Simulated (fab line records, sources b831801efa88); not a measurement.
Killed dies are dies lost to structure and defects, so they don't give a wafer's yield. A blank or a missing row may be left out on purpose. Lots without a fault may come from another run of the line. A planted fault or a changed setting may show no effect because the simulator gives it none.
One fault seen from 2 desks | flow gf180mcu | each desk has only its own numbers; what lay behind them comes last

THE TOOL OWNER'S DESK: iline_stepper-02
The tool's own readings at GF_HV_LDD_EXPOSE_04 (exposes mask Nplus LV AREA, target cd 400 nm): means of the sampled wafers that have a number, for each lot that ran on this tool. A lot is out of limits, marked OUT, if its mean lies more than 4 standard deviations from the usual mean; the brackets give that distance.
Columns: A = focus_offset_nm at GF_HV_LDD_EXPOSE_04, usual 0.0 nm
lot  | first seen here | A
L646 | day 9 21:36     | -0.6
L650 | day 10 20:53    | -0.3
L654 | day 12 01:25    | 0.8
L655 | day 12 02:50    | -0.2
L658 | day 13 01:50    | 0.1
L665 | day 15 10:48    | -0.2
L666 | day 15 18:06    | -0.3
This desk's finding: nothing out of limits on any of the 7 lots.

THE METROLOGY DESK
What the gauges read, lot by lot, whatever tool the lot ran on: means of the sampled wafers that have a number. A lot is out of limits, marked OUT, if its mean lies more than 4 standard deviations from the usual mean; the brackets give that distance.
Columns: A = STI_CVD_23_THK at GF_STI_THK_MEAS_24, usual 647 nm; B = LVPWELL_OVL at GF_LVPWELL_OVL_MEAS_07, usual 0.6 nm; C = HV_LDD_OVL at GF_HV_LDD_OVL_MEAS_08, usual 1.6 nm
lot  | first seen here | A   | B    | C
L646 | day 2 04:34     | 641 | 1.0  | 1.5
L648 | day 2 13:53     | 642 | 0.7  | 2.1
L649 | day 2 19:20     | 639 | 1.5  | 1.5
L650 | day 3 00:53     | 655 | 1.2  | 1.8
L653 | day 3 16:10     | 641 | 1.1  | -0.3
L654 | day 3 21:33     | 647 | 1.0  | 3.8
L655 | day 4 01:46     | 647 | 0.5  | 2.2
L656 | day 4 07:43     | 653 | -0.4 | 1.2
L658 | day 4 17:26     | 646 | -0.2 | 2.3
L665 | day 6 05:52     | 649 | -0.0 | 297.2 (+99 or more) OUT
L666 | day 6 11:45     | 654 | -0.6 | 295.1 (+99 or more) OUT
L668 | day 6 21:59     | 644 | 0.9  | 1.0
L669 | day 7 02:34     | 648 | 0.4  | 1.1
This desk's finding: out of limits on L665, L666; first on L665, day 15 21:11 (HV_LDD_OVL at GF_HV_LDD_OVL_MEAS_08). In limits: L646, L648, L649, L650, L653, L654, L655, L656, L658, L668, L669.

PUT TOGETHER
The metrology desk could have raised an alarm at day 15 21:11, on L665, L666.
The tool owner's desk saw nothing out of limits.
The tool owner's desk has L665, L666 on record, within its limits.
Of the lots named, all ran GF_HV_LDD_EXPOSE_04 on iline_stepper-02.

WHAT THE SIMULATOR HAD PUT IN
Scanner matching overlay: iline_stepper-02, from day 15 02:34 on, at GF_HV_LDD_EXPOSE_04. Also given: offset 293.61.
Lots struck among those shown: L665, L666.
Hours from the fault's start to each desk's first reading out of limits: the metrology desk, 19.
